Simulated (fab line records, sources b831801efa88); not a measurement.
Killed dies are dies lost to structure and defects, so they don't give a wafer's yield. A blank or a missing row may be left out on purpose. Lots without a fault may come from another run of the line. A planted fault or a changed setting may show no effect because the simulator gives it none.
Tool commonality check | flow sky130 | 12 lots, 36 wafers sampled

WHY IT WAS OPENED
At SKY_VIA4_THK_MEAS_01 the reading VIA4_HDPCVD_THK is flagged on 3 of 12 lots. Wafers without a fault read 1737 nm, standard deviation 19.
Rule: a lot is flagged when every wafer of it that has a number lies more than 4 standard deviations from that mean, or none has a number. The other lots count as sound.

lot  | measured     | on            | VIA4_HDPCVD_THK (nm), wafer by wafer | flag
L201 | day 43 06:25 | film_metro-04 | 1265 1268 1269                       | FLAGGED
L203 | day 43 20:05 | film_metro-04 | 1265 1283 1274                       | FLAGGED
L204 | day 43 23:09 | film_metro-03 | 1272 1261 1296                       | FLAGGED
L209 | day 45 12:03 | film_metro-04 | 1726 1734 1722                       |
L213 | day 46 04:16 | film_metro-04 | 1723 1757 1737                       |
L214 | day 46 12:20 | film_metro-04 | 1780 1773 1766                       |
L215 | day 46 12:41 | film_metro-04 | 1751 1745 1723                       |
L216 | day 47 02:28 | film_metro-01 | 1710 1759 1709                       |
L217 | day 47 08:24 | film_metro-01 | 1745 1754 1740                       |
L218 | day 47 11:52 | film_metro-01 | 1762 1723 1762                       |
L219 | day 47 16:19 | film_metro-03 | 1735 1736 1720                       |
L220 | day 47 19:43 | film_metro-04 | 1705 1765 1709                       |
The numbers of the flagged lots are 1273 nm on average: -464 nm against the usual, or -24 standard deviations.

WHICH TOOL RAN EACH LOT
The record holds 3 process steps before the reading, out of a route of 708 steps. In each cell: the tool, then ch and the chambers that the sampled wafers went through, then the start.
lot  | flag    | SKY_METAL3_SPUTTER_01        | SKY_METAL4_STRIP_19                  | SKY_VIA4_HDPCVD_00
L201 | FLAGGED | pvd_sputter-03, day 37 23:29 | plasma_asher-01 ch 0,1, day 43 05:38 | hdpcvd-02 ch 0,1,2, day 43 06:14
L203 | FLAGGED | pvd_sputter-02, day 38 16:29 | plasma_asher-03 ch 0,1, day 43 19:13 | hdpcvd-02 ch 1,2, day 43 19:53
L204 | FLAGGED | pvd_sputter-03, day 38 17:49 | plasma_asher-03 ch 0,1, day 43 21:56 | hdpcvd-02 ch 1,2, day 43 22:57
L209 |         | pvd_sputter-02, day 40 10:30 | plasma_asher-03 ch 0,1, day 45 11:17 | hdpcvd-01 ch 0,1,2, day 45 11:56
L213 |         | pvd_sputter-04, day 41 05:38 | plasma_asher-04 ch 0,1, day 46 03:28 | hdpcvd-01 ch 0,1,2, day 46 04:04
L214 |         | pvd_sputter-04, day 41 14:07 | plasma_asher-03 ch 0,1, day 46 11:32 | hdpcvd-01 ch 0,2, day 46 12:10
L215 |         | pvd_sputter-04, day 41 15:17 | plasma_asher-04 ch 0,1, day 46 11:53 | hdpcvd-02 ch 0,1,2, day 46 12:31
L216 |         | pvd_sputter-03, day 42 08:41 | plasma_asher-04 ch 0,1, day 47 01:40 | hdpcvd-02 ch 0,1, day 47 02:16
L217 |         | pvd_sputter-03, day 42 11:09 | plasma_asher-01 ch 0,1, day 47 07:36 | hdpcvd-01 ch 0,1, day 47 08:12
L218 |         | pvd_sputter-02, day 42 17:16 | plasma_asher-01 ch 0,1, day 47 11:04 | hdpcvd-01 ch 1,2, day 47 11:41
L219 |         | pvd_sputter-04, day 43 00:54 | plasma_asher-03 ch 0,1, day 47 15:31 | hdpcvd-01 ch 0,1,2, day 47 16:08
L220 |         | pvd_sputter-02, day 43 03:14 | plasma_asher-03 ch 0,1, day 47 18:49 | hdpcvd-02 ch 1,2, day 47 19:32
What these steps do:
- SKY_METAL3_SPUTTER_01: material TiN, target thk 20 nm, time 16.7 s.
- SKY_METAL4_STRIP_19: strips in O2/N2.
- SKY_VIA4_HDPCVD_00: deposits SiO2, target thk 1750 nm, time 291.7 s.
- SKY_VIA4_THK_MEAS_01

FLAGGED OVER TOTAL, TOOL BY TOOL (the gauges that took the reading come last)
step                  | tool            | lots run | flagged | share of the flagged lots | sound lots run after its first flagged lot
SKY_METAL3_SPUTTER_01 | pvd_sputter-02  | 4        | 1       | some                      | 3 (L209,L218,L220)
SKY_METAL3_SPUTTER_01 | pvd_sputter-03  | 4        | 2       | some                      | 2 (L216,L217)
SKY_METAL3_SPUTTER_01 | pvd_sputter-04  | 4        | 0       | none                      | -
SKY_METAL4_STRIP_19   | plasma_asher-01 | 3        | 1       | some                      | 2 (L217,L218)
SKY_METAL4_STRIP_19   | plasma_asher-03 | 6        | 2       | some                      | 4 (L209,L214,L219,L220)
SKY_METAL4_STRIP_19   | plasma_asher-04 | 3        | 0       | none                      | -
SKY_VIA4_HDPCVD_00    | hdpcvd-01       | 6        | 0       | none                      | -
SKY_VIA4_HDPCVD_00    | hdpcvd-02       | 6        | 3       | all                       | 3 (L215,L216,L220)
SKY_VIA4_THK_MEAS_01  | film_metro-01   | 3        | 0       | none                      | -
SKY_VIA4_THK_MEAS_01  | film_metro-03   | 2        | 1       | some                      | 1 (L219)
SKY_VIA4_THK_MEAS_01  | film_metro-04   | 7        | 2       | some                      | 5 (L209,L213,L214,L215,L220)

WHAT THE TABLE ALLOWS
1 row of the table ran every flagged lot: hdpcvd-02 at SKY_VIA4_HDPCVD_00.
- hdpcvd-02 at SKY_VIA4_HDPCVD_00: 3 of its 6 lots flagged. Sound lots ran on it after the first flagged one (L215, L216, L220), which a lasting fault on the whole tool wouldn't allow. Its own readings lie more than 4 standard deviations out on every wafer of the flagged lots: run_length_s.
No row of the table ran every flagged lot and no sound lot after the first.

WHAT THE SIMULATOR HAD PUT IN
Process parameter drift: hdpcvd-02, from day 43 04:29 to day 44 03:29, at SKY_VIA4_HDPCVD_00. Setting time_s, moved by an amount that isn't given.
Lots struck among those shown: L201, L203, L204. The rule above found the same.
